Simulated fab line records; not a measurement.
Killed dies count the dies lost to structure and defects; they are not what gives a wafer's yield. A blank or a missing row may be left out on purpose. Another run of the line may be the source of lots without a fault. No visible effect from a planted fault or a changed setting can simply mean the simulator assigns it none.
Which tool did it? | flow gf180mcu | 13 lots with 39 wafers sampled at 3 steps, on a route of 602 steps

WHAT THE GAUGES SHOWED, per wafer
GF_V5_THK_MEAS_01. Usual: V5_CVD_00_THK gives 299 nm (standard deviation 4.3).
lot  | measured     | on            | V5_CVD_00_THK (nm) | flag
L159 | day 26 12:16 | film-metro-04 | 296 302 305        |
L160 | day 26 19:24 | film-metro-04 | 295 299 299        |
L161 | day 27 08:10 | film-metro-04 | 302 297 300        |
L162 | day 27 17:22 | film-metro-01 | 300 299 302        |
L163 | day 27 18:46 | film-metro-01 | 302 305 304        |
L166 | day 28 20:22 | film-metro-04 | 302 291 292        |
L168 | day 29 12:46 | film-metro-04 | 298 292 295        |
L170 | day 29 21:56 | film-metro-04 | 294 293 297        |
L173 | day 30 17:10 | film-metro-02 | 293 292 304        |
L177 | day 31 21:35 | film-metro-04 | 304 304 299        |
L178 | day 32 03:41 | film-metro-04 | 300 298 295        |
L181 | day 32 20:23 | film-metro-02 | 300 296 299        |
L182 | day 33 00:47 | film-metro-04 | 305 310 300        |

GF_V5_RS_MEAS_24: the measuring method here is four-point-probe. Usual: V5_W_RS gives 0.330 ohm/sq (standard deviation 0.0038).
lot  | measured     | on            | V5_W_RS (ohm/sq)  | flag
L159 | day 27 11:02 | film-metro-02 | 0.332 0.331 0.318 |
L160 | day 27 16:25 | film-metro-01 | 0.335 0.338 0.334 |
L161 | day 28 05:13 | film-metro-02 | 0.331 0.329 0.331 |
L162 | day 28 14:58 | film-metro-04 | 0.321 0.329 0.323 |
L163 | day 28 16:04 | film-metro-02 | 0.330 0.330 0.329 |
L166 | day 29 16:55 | film-metro-01 | 0.329 0.322 0.325 |
L168 | day 30 09:22 | film-metro-04 | 0.329 0.327 0.329 |
L170 | day 30 18:53 | film-metro-01 | 0.329 0.334 0.327 |
L173 | day 31 12:04 | film-metro-02 | 0.326 0.322 0.330 |
L177 | day 32 15:54 | film-metro-02 | 0.330 0.331 0.335 |
L178 | day 32 21:52 | film-metro-04 | 0.328 0.326 0.326 |
L181 | day 33 14:11 | film-metro-01 | 0.330 0.329 0.333 |
L182 | day 33 17:47 | film-metro-04 | 0.326 0.328 0.327 |

WHAT TOOL EACH LOT RAN ON (gives the tool, then ch and the chambers of the sampled wafers, and finally the start)
lot  | GF_V1_ETCH_17
L159 | rie-diel-02 ch 0,1, day 18 06:00
L160 | rie-diel-04 ch 1,2, day 18 16:00
L161 | rie-diel-03 ch 0,1, day 19 06:00
L162 | rie-diel-03 ch 0,1,3, day 19 16:00
L163 | rie-diel-04 ch 0,1,2, day 19 21:00
L166 | rie-diel-02 ch 1,2,3, day 21 02:00
L168 | rie-diel-04 ch 0,1,3, day 21 22:00
L170 | rie-diel-04 ch 0,1, day 22 12:00
L173 | rie-diel-04 ch 1,2, day 23 10:00
L177 | rie-diel-04 ch 1,2,3, day 24 21:00
L178 | rie-diel-03 ch 0,1,3, day 25 03:00
L181 | rie-diel-04 ch 1,2, day 26 02:00
L182 | rie-diel-04 ch 1,2, day 26 09:00
- GF_V1_ETCH_17: etches SiO2 in C4F8/O2/Ar, stops on TiN, target depth 630 nm.

WHAT THE TOOLS THEMSELVES READ (means of the sampled wafers that have a number; where no wafer has one, the mark that the record gives instead)
GF_V1_ETCH_17. Usual: oes-product-au at 0.856 a.u., with a standard deviation of 0.0049.
lot  | tool        | oes-product-au (a.u.) | flag
L159 | rie-diel-02 | 0.853                 |
L160 | rie-diel-04 | 0.854                 |
L161 | rie-diel-03 | 0.853                 |
L162 | rie-diel-03 | 0.850                 |
L163 | rie-diel-04 | 0.859                 |
L166 | rie-diel-02 | 0.861                 |
L168 | rie-diel-04 | 0.851                 |
L170 | rie-diel-04 | 0.859                 |
L173 | rie-diel-04 | 0.855                 |
L177 | rie-diel-04 | 0.855                 |
L178 | rie-diel-03 | 0.855                 |
L181 | rie-diel-04 | 0.857                 |
L182 | rie-diel-04 | 0.856                 |

THE ANSWER, worked out from the rows above alone
Rule: take the mean of a lot's wafers that have a number; if it is more than 3 standard deviations from the usual mean, the lot is off. Also off: a lot with no number at a reading for which 4 or more lots have one. Any other lot the step has rows for is counted as sound. First the gauges in route order, then the tools' own readings, where a lot's mean is used as printed above. At the first step where some lot is off, the reading lying furthest off is the one used; lots without a number count as furthest.
No lot is off at any reading shown: from this, nothing can be told.

WHAT THE SIMULATOR HAD PUT IN
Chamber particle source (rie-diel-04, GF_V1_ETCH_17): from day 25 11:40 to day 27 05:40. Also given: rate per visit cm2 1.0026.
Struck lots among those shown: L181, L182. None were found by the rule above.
